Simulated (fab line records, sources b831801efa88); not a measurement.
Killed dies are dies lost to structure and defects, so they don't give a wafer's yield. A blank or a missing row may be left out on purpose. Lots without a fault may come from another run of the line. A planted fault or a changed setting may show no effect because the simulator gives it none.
One fault seen from 2 desks | flow sky130 | each desk has only its own numbers; what lay behind them comes last

THE METROLOGY DESK
What the gauges read, lot by lot, whatever tool the lot ran on: means of the sampled wafers that have a number. A lot is out of limits, marked OUT, if its mean lies more than 4 standard deviations from the usual mean; the brackets give that distance.
Columns: A = CONTACT_BOW at SKY_CONTACT_BOW_MEAS_05, usual 84 um; B = cd_nm at SKY_CONTACT_CD_MEAS_14, usual 169.9 nm; C = CONTACT_OVL at SKY_CONTACT_OVL_MEAS_15, usual 2 nm
lot  | first seen here | A  | B     | C
L226 | day 30 15:33    | 84 | 171.7 | 6
L228 | day 31 09:21    | 88 | 169.3 | -4
L243 | day 36 12:30    | 72 | 168.9 | -4
L245 | day 36 14:10    | 79 | 168.5 | 11
L246 | day 36 20:24    | 84 | 170.1 | 2
L247 | day 37 05:11    | 85 | 172.5 | 7
This desk's finding: nothing out of limits on any of the 6 lots.

THE TOOL OWNER'S DESK: rie_diel-02
The tool's own readings at SKY_CONTACT_ETCH_16 (etches BARC in N2/H2, stops on SiO2, time 45.9 s, target depth 60 nm): means of the sampled wafers that have a number, for each lot that ran on this tool. A lot is out of limits, marked OUT, if its mean lies more than 4 standard deviations from the usual mean; the brackets give that distance.
Columns: A = drypump_motor_current_A at SKY_CONTACT_ETCH_16, usual 5.7 A; B = n2_flow_sccm at SKY_CONTACT_ETCH_16, usual 100.0 sccm; C = oes_product_au at SKY_CONTACT_ETCH_16, usual 0.855 a.u.; D = run_length_s at SKY_CONTACT_ETCH_16, usual 74.14 s; E = throttle_valve_pct at SKY_CONTACT_ETCH_16, usual 13.226 %
lot  | first seen here | A   | B     | C                | D                | E
L226 | day 31 19:08    | 5.8 | 99.9  | 0.860            | 74.06            | 13.224
L228 | day 32 13:46    | 5.7 | 99.9  | 0.856            | 74.33            | 13.216
L243 | day 37 14:02    | 5.5 | 99.7  | 0.834 (-4.3) OUT | 76.56 (+8.7) OUT | 13.220
L245 | day 37 16:07    | 5.7 | 100.1 | 0.835 (-4.1) OUT | 76.82 (+9.6) OUT | 13.220
This desk's finding: out of limits on L243, L245; first on L243, day 37 14:02 (oes_product_au at SKY_CONTACT_ETCH_16). In limits: L226, L228.

PUT TOGETHER
The tool owner's desk could have raised an alarm at day 37 14:02, on L243, L245.
The metrology desk saw nothing out of limits.
The metrology desk has L243, L245 on record, within its limits.
Of the lots named, all ran SKY_CONTACT_ETCH_16 on rie_diel-02.

WHAT THE SIMULATOR HAD PUT IN
Process parameter drift: rie_diel-02, from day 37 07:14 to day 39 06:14, at SKY_CONTACT_ETCH_16. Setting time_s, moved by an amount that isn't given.
Lots struck among those shown: L243, L245.
Hours from the fault's start to each desk's first reading out of limits: the tool owner's desk, 7.
